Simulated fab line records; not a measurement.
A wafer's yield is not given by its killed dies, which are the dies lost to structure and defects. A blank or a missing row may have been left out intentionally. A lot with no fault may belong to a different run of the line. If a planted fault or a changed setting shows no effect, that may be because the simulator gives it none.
Code-filled problem report in 8D (eight disciplines) form || flow sky130 || the parts of the form that need people (team, actions taken, sign-off) are left out

== 1. THE PROBLEM ==
stripTimeToEndpointS at SKY_NWELL_STRIP_25 reads a mean of 24.20 s on 6 wafers of 2 lots; wafers without a fault read 36.93 s with a standard deviation of 0.094. So: -99 or more standard deviations from the usual mean.
The step: strips in O2/N2.
First observed at day 8 06:32: wafer L423.2, on plasmaAsher-04. The record holds 36 wafers of 12 lots with a number at this step. By rule, "out" or "out of limits" means more than 4 standard deviations away from the usual mean. The rest of the wafers with a number are treated as sound.

== 2. WHAT THIS IS AND IS NOT ==
{"question": "which readings at this step", "is": "stripTimeToEndpointS", "is not": "drypumpMotorCurrentA"}
{"question": "which lots", "is": "L423, L424", "is not": "L412, L416, L417, L418, L419, L420, L422, L431, L433, L434"}
{"question": "which wafers of those lots", "is": "all that have a number", "is not": "-"}
{"question": "read on which tools", "is": "plasmaAsher-01, plasmaAsher-04", "is not": "plasmaAsher-02"}
{"question": "when", "is": "from day 8 06:32", "is not": "up to then (21 sound wafers); but 9 sound wafers of L431, L433, L434 came after"}

== 3. SUSPECTS, AND WHAT RULES EACH OUT ==
Counting: a tool at any process step up to the reading remains a suspect when it ran all the lots that are out and ran no sound lot after the first of those.
- lithoTrack-02 at SKY_NWELL_COAT_18 (resist thk 3000 nm): kept. It ran every lot that is out, first L423 (day 7 19:43), and no sound lot after that; its last sound lot up to then is L419 (day 6 22:59).
Remaining after the count: lithoTrack-02 at SKY_NWELL_COAT_18.

== 4. THE CAUSE (what the simulator had put in) ==
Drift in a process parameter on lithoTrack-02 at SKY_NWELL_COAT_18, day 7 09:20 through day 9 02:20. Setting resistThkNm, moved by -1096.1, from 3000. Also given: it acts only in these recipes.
Only this tool survived the counting.

== 5. THE EFFECT CHAIN, in route order ==
Rows list readings where the struck wafers' mean (over those with a number) sits beyond 3 standard deviations from the usual. Only readings whose record carries a usual standard deviation are examined. hours: median over the lots of the time between each lot's start at the first step of this table that gives one and its start at this step. sigmas: the change, counted in usual standard deviations.
{"hours": 0, "step": "SKY_NWELL_STRIP_25", "reading": "stripTimeToEndpointS", "usual": "36.93 s", "on struck wafers": 24.20, "change": -12.73, "sigmas": "-99 or more"}
Process steps it contains:
- SKY_NWELL_STRIP_25: strips in O2/N2.
Later steps that measure or inspect, where all struck wafers having a row at the step show a number for every such reading and not one has moved that far: SKY_METAL2_OVL_MEAS_16.

== 6. WHAT WOULD HAVE CAUGHT IT SOONER ==
The fault began at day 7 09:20; the first out-of-limits reading in this record came at day 8 06:32, 21 hours later.
An alarm limit of 4 standard deviations would not have fired on the tool readings at SKY_NWELL_COAT_18 for which the record gives a usual standard deviation, since none of them was out on any struck wafer.
L424, from the lots that are out (2), started SKY_NWELL_COAT_18 on lithoTrack-02 later than day 8 06:32. It would have been spared by a hold on the tool at that moment.
